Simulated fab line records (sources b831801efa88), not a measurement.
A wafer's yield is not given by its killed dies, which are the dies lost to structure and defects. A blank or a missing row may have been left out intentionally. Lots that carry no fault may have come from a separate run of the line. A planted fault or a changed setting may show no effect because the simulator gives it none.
Which tool was responsible? -- flow sky130 -- 39 wafers from 13 lots sampled at 5 of the route's 708 steps

== WHAT THE GAUGES SHOWED, per wafer ==
SKY_FIELD_ISO_THK_MEAS_23. Usual: FIELD_ISO_OXIDATION_01_THK typically reads 9.96 nm, with standard deviation 0.19.
lot,measured,on,FIELD_ISO_OXIDATION_01_THK (nm),flag
L772,day 2 14:16,film_metro-03,9.91 9.72 9.91,
L773,day 2 15:25,film_metro-03,9.74 9.86 9.82,
L775,day 2 22:11,film_metro-03,9.97 9.91 10.10,
L776,day 3 02:17,film_metro-01,10.01 10.10 10.04,
L778,day 3 16:31,film_metro-03,9.66 9.56 9.38,
L786,day 5 12:48,film_metro-03,10.06 9.91 9.85,
L787,day 5 12:49,film_metro-01,10.01 10.04 10.13,
L788,day 5 20:20,film_metro-04,9.95 9.95 10.04,
L790,day 6 05:08,film_metro-03,10.13 9.89 9.92,
L791,day 6 10:19,film_metro-03,9.87 9.83 9.95,
L792,day 6 15:49,film_metro-01,9.99 9.98 9.95,
L793,day 6 18:42,film_metro-03,9.99 9.96 10.01,
L795,day 7 08:28,film_metro-01,9.95 10.17 10.21,

SKY_FIELD_ISO_THK_MEAS_25. Usual: FIELD_ISO_CVD_24_THK typically reads 596 nm, with standard deviation 6.2.
lot,measured,on,FIELD_ISO_CVD_24_THK (nm),flag
L772,day 2 14:28,film_metro-04,597 598 596,
L773,day 2 15:33,film_metro-01,610 599 598,
L775,day 2 22:19,film_metro-03,595 597 592,
L776,day 3 02:25,film_metro-03,594 594 600,
L778,day 3 16:39,film_metro-03,600 594 596,
L786,day 5 12:56,film_metro-03,601 591 597,
L787,day 5 12:56,film_metro-01,597 601 598,
L788,day 5 20:28,film_metro-01,601 600 595,
L790,day 6 05:17,film_metro-03,593 595 585,
L791,day 6 10:27,film_metro-03,599 602 590,
L792,day 6 15:57,film_metro-03,591 595 597,
L793,day 6 18:52,film_metro-01,587 592 600,
L795,day 7 08:36,film_metro-01,606 607 611,

SKY_VT_ADJUST_LVTN_TW_MEAS_10. Usual: VT_ADJUST_LVTN_TW typically reads 242.6, with standard deviation 1.2.
lot,measured,on,VT_ADJUST_LVTN_TW,flag
L772,day 7 07:51,film_metro-04,240.6 242.1 240.6,
L773,day 7 06:14,film_metro-03,244.2 242.8 243.1,
L775,day 7 12:49,film_metro-04,272.7 271.9 273.3,OFF
L776,day 7 17:22,film_metro-02,243.4 244.6 244.7,
L778,day 8 14:14,film_metro-02,272.2 271.8 273.6,OFF
L786,day 10 23:59,film_metro-02,244.6 243.3 243.8,
L787,day 10 23:32,film_metro-02,244.2 245.2 244.3,
L788,day 11 08:45,film_metro-02,241.9 244.0 242.4,
L790,day 11 22:34,film_metro-02,242.1 242.7 243.1,
L791,day 12 04:37,film_metro-03,242.6 242.5 241.2,
L792,day 12 10:16,film_metro-03,242.7 242.4 241.5,
L793,day 12 12:03,film_metro-04,241.5 241.9 240.9,
L795,day 13 03:02,film_metro-03,244.0 242.5 241.9,

SKY_VT_ADJUST_NCORE_OVL_MEAS_08. Usual: VT_ADJUST_NCORE_OVL typically reads 1.4 nm, with standard deviation 1.4.
lot,measured,on,VT_ADJUST_NCORE_OVL (nm),flag
L772,day 9 00:25,overlay-02,3.0 3.9 4.8,
L773,day 8 23:28,overlay-01,0.9 -1.0 0.3,
L775,day 9 05:18,overlay-01,3.8 3.2 1.8,
L776,day 9 11:10,overlay-02,0.9 -0.1 0.0,
L778,day 10 09:37,overlay-01,1.8 0.8 0.7,
L786,day 12 23:32,overlay-02,0.9 0.4 0.3,
L787,day 12 23:04,overlay-02,3.3 1.9 1.1,
L788,day 13 09:10,overlay-01,1.8 1.5 3.8,
L790,day 13 23:41,overlay-01,2.6 2.9 2.7,
L791,day 14 06:07,overlay-02,0.3 0.1 0.4,
L792,day 14 12:07,overlay-02,1.8 0.1 1.3,
L793,day 14 14:34,overlay-01,0.7 0.5 2.2,
L795,day 15 06:55,overlay-01,1.7 0.2 1.5,

== TOOL THAT RAN EACH LOT (tool first, then ch and the chambers of the sampled wafers, then the start) ==
lot,SKY_VT_ADJUST_LVTN_IMPLANT_08
L772,"implanter-03 ch 0, day 7 07:38"
L773,"implanter-03 ch 0, day 7 05:59"
L775,"implanter-03 ch 0, day 7 12:35"
L776,"implanter-04 ch 0, day 7 17:09"
L778,"implanter-03 ch 0, day 8 14:00"
L786,"implanter-03 ch 0, day 10 23:44"
L787,"implanter-04 ch 0, day 10 23:18"
L788,"implanter-03 ch 0, day 11 08:30"
L790,"implanter-01 ch 0, day 11 22:20"
L791,"implanter-03 ch 0, day 12 04:24"
L792,"implanter-01 ch 0, day 12 10:02"
L793,"implanter-03 ch 0, day 12 11:49"
L795,"implanter-03 ch 0, day 13 02:47"
- SKY_VT_ADJUST_LVTN_IMPLANT_08

== AS READ BY THE TOOLS THEMSELVES (means over the sampled wafers that have a number; for cases with no such wafer, the mark the record gives instead) ==
SKY_VT_ADJUST_LVTN_IMPLANT_08. Usual: dose_ions_cm2 1.5699e+12, standard deviation 1.8e+09; faraday_current_uA 8.84, standard deviation 0.17.
lot,tool,dose_ions_cm2,faraday_current_uA,flag
L772,implanter-03,1.5694e+12,8.82,
L773,implanter-03,1.5696e+12,8.81,
L775,implanter-03,2.3833e+12,13.29,OFF
L776,implanter-04,1.5656e+12,8.80,
L778,implanter-03,2.3842e+12,13.42,OFF
L786,implanter-03,1.5693e+12,8.86,
L787,implanter-04,1.5699e+12,8.85,
L788,implanter-03,1.5718e+12,8.69,
L790,implanter-01,1.5711e+12,9.02,
L791,implanter-03,1.5712e+12,9.12,
L792,implanter-01,1.5712e+12,8.85,
L793,implanter-03,1.5715e+12,8.72,
L795,implanter-03,1.5697e+12,8.94,

== THE ANSWER, worked out from the rows above alone ==
Rule: lot off if the mean of its wafers having a number is beyond 3 standard deviations from the usual mean. A lot without any number at a reading at which 4 lots or more have one is off too. Where the step has rows for the other lots, those lots are counted as sound. Order of review: gauges by route order, followed by the tools' own readings, for which a lot's mean as printed above is used. At the first step where some lot is off, the reading lying furthest off is the one used; lots without a number count as furthest.
Off: L775, L778, at SKY_VT_ADJUST_LVTN_TW_MEAS_10 (VT_ADJUST_LVTN_TW).
A tool fits if, at a process step before that reading, it ran every lot that is off, and no sound lot after the first of them. Not tried: the gauges at SKY_VT_ADJUST_LVTN_TW_MEAS_10; whatever is off there is also off at SKY_VT_ADJUST_LVTN_IMPLANT_08, on other tools, and gauge error can't account for it. None of those tried fits.

== WHAT THE SIMULATOR HAD PUT IN ==
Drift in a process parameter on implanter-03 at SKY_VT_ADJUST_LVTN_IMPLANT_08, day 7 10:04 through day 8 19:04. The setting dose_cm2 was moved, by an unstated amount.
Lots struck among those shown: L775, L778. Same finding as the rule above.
